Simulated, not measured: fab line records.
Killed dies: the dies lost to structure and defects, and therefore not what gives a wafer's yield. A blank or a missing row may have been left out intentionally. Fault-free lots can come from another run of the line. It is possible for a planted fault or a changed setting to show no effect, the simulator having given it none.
Which tool did it? -- flow gf180mcu -- 14 lots with 42 wafers sampled at 4 steps, on a route of 602 steps

WHAT THE GAUGES SHOWED, per wafer
GF_V1_BOW_MEAS_05. Usual: V1_BOW gives 82 um (standard deviation 7.1).
lot,measured,on,V1_BOW (um),flag
L781,day 17 14:26,film metro-01,81 78 77,
L784,day 18 23:01,film metro-02,78 76 71,
L787,day 19 21:58,film metro-02,85 83 73,
L794,day 22 13:34,film metro-02,80 79 87,
L795,day 22 22:37,film metro-02,75 89 74,
L796,day 23 12:49,film metro-02,78 89 87,
L797,day 23 13:05,film metro-01,86 82 84,
L798,day 23 17:11,film metro-02,80 91 82,
L799,day 24 06:55,film metro-02,83 92 85,
L801,day 24 16:46,film metro-02,99 83 79,
L802,day 24 22:59,film metro-01,90 94 87,
L803,day 25 08:38,film metro-02,93 83 100,

WHAT TOOL EACH LOT RAN ON (gives the tool, then ch and the chambers of the sampled wafers, and finally the start)
lot,GF_CONTACT_CVD_02,GF_CONTACT_SPUTTER_23,GF_M1_PEB_12
L781,"pecvd-03 ch 0,2, day 15 14:14","pvd sputter-01, day 16 13:14","litho track-04 ch 0, day 17 12:38"
L784,"pecvd-03 ch 1,2, day 16 21:24","pvd sputter-01, day 17 20:29","litho track-03 ch 0, day 18 21:18"
L787,"pecvd-01 ch 1,2, day 17 18:03","pvd sputter-02, day 18 19:03","litho track-03 ch 0, day 19 19:54"
L791,"pecvd-01 ch 0,2, day 19 04:03","pvd sputter-04, day 20 05:15","litho track-03, day 21 06:05"
L792,"pecvd-03 ch 0,1,2, day 19 16:38","pvd sputter-02, day 20 17:35","litho track-01, day 21 17:55"
L794,"pecvd-04 ch 0,1,2, day 20 10:47","pvd sputter-02, day 21 11:53","litho track-03 ch 0, day 22 11:51"
L795,"pecvd-01 ch 0,2, day 20 20:11","pvd sputter-01, day 21 20:56","litho track-04 ch 0, day 22 20:53"
L796,"pecvd-04 ch 0,2, day 21 10:50","pvd sputter-01, day 22 11:48","litho track-01 ch 0, day 23 11:03"
L797,"pecvd-03 ch 0,1, day 21 11:47","pvd sputter-02, day 22 12:31","litho track-01 ch 0, day 23 11:22"
L798,"pecvd-04 ch 0,1, day 21 16:08","pvd sputter-02, day 22 16:33","litho track-03 ch 0, day 23 15:29"
L799,"pecvd-03 ch 1,2, day 22 05:54","pvd sputter-01, day 23 05:53","litho track-04 ch 0, day 24 04:52"
L801,"pecvd-03 ch 0,1, day 22 16:21","pvd sputter-02, day 23 16:27","litho track-01 ch 0, day 24 15:01"
L802,"pecvd-01 ch 0,1, day 22 23:06","pvd sputter-01, day 23 23:13","litho track-01 ch 0, day 24 21:16"
L803,"pecvd-04 ch 0,1, day 23 08:32","pvd sputter-04, day 24 08:05","litho track-03 ch 0, day 25 06:56"
- GF_CONTACT_CVD_02: deposits SiO2 from TEOS, target thk 860 nm, time 95.992 s.
- GF_CONTACT_SPUTTER_23: material TiN, target thk 10 nm, time 40 s.
- GF_M1_PEB_12: peb time 90 s.

WHAT THE TOOLS THEMSELVES READ (means of the sampled wafers that have a number; where no wafer has one, the mark that the record gives instead)
GF_CONTACT_CVD_02. Usual: heater power outer w 383 W, standard deviation 52; heater power w 670 W, standard deviation 77.
lot,tool,heater power outer w (W),heater power w (W),flag
L781,pecvd-03,360,632,
L784,pecvd-03,407,727,
L787,pecvd-01,398,678,
L791,pecvd-01,350,605,
L792,pecvd-03,427,731,
L794,pecvd-04,350,629,
L795,pecvd-01,387,657,
L796,pecvd-04,404,694,
L797,pecvd-03,423,737,
L798,pecvd-04,377,660,
L799,pecvd-03,384,676,
L801,pecvd-03,390,695,
L802,pecvd-01,434,734,
L803,pecvd-04,354,636,

GF_CONTACT_SPUTTER_23. Usual: cathode dc power W 4000.0 W, standard deviation 0.64; throttle valve pct 29.9 %, standard deviation 1.1.
lot,tool,cathode dc power W (W),throttle valve pct (%),flag
L781,pvd sputter-01,3999.9,29.4,
L784,pvd sputter-01,3999.4,29.1,
L787,pvd sputter-02,4000.6,30.1,
L791,pvd sputter-04,4000.2,29.4,
L792,pvd sputter-02,4000.7,31.4,
L794,pvd sputter-02,4000.6,31.1,
L795,pvd sputter-01,4000.2,29.8,
L796,pvd sputter-01,3999.6,29.0,
L797,pvd sputter-02,3999.8,30.5,
L798,pvd sputter-02,3999.5,30.8,
L799,pvd sputter-01,4000.4,29.7,
L801,pvd sputter-02,3999.9,31.3,
L802,pvd sputter-01,4000.3,29.4,
L803,pvd sputter-04,4000.0,30.0,

GF_M1_PEB_12. Usual: chill plate temp C 23.01 C, standard deviation 0.1; exhaust pa 44.9 Pa, standard deviation 0.82; plate temp C 135.02 C, standard deviation 0.14.
lot,tool,chill plate temp C (C),exhaust pa (Pa),plate temp C (C),flag
L781,litho track-04,23.10,44.9,135.19,
L784,litho track-03,22.89,44.8,135.19,
L787,litho track-03,22.94,44.7,135.15,
L791,litho track-03,-,-,-,OFF
L792,litho track-01,-,-,-,OFF
L794,litho track-03,22.97,44.6,135.02,
L795,litho track-04,22.92,45.3,135.07,
L796,litho track-01,22.99,44.2,134.84,
L797,litho track-01,23.03,44.8,134.96,
L798,litho track-03,22.98,43.7,134.87,
L799,litho track-04,23.09,44.0,134.87,
L801,litho track-01,22.88,44.8,135.09,
L802,litho track-01,23.09,44.2,134.94,
L803,litho track-03,23.04,44.0,135.14,

THE ANSWER, worked out from the rows above alone
Rule: a lot is off if the mean of its wafers that have a number lies more than 3 standard deviations from the usual mean. A lot without any number at a reading at which 4 lots or more have one is off too. Where the step has rows for the other lots, those lots are counted as sound. The gauges are gone through in route order, then the tools' own readings, and for those a lot's mean is taken as printed above. At the first step where some lot is off, the reading lying furthest off is the one used; lots without a number count as furthest.
Off: L791, L792, at GF_M1_PEB_12 (chill plate temp C). Without a number there: L791, L792.
A tool fits if, at that step or a process step before it, it ran every lot that is off, and no sound lot after the first of them. None of those tried fits.

WHAT HAD BEEN PUT IN BY THE SIMULATOR
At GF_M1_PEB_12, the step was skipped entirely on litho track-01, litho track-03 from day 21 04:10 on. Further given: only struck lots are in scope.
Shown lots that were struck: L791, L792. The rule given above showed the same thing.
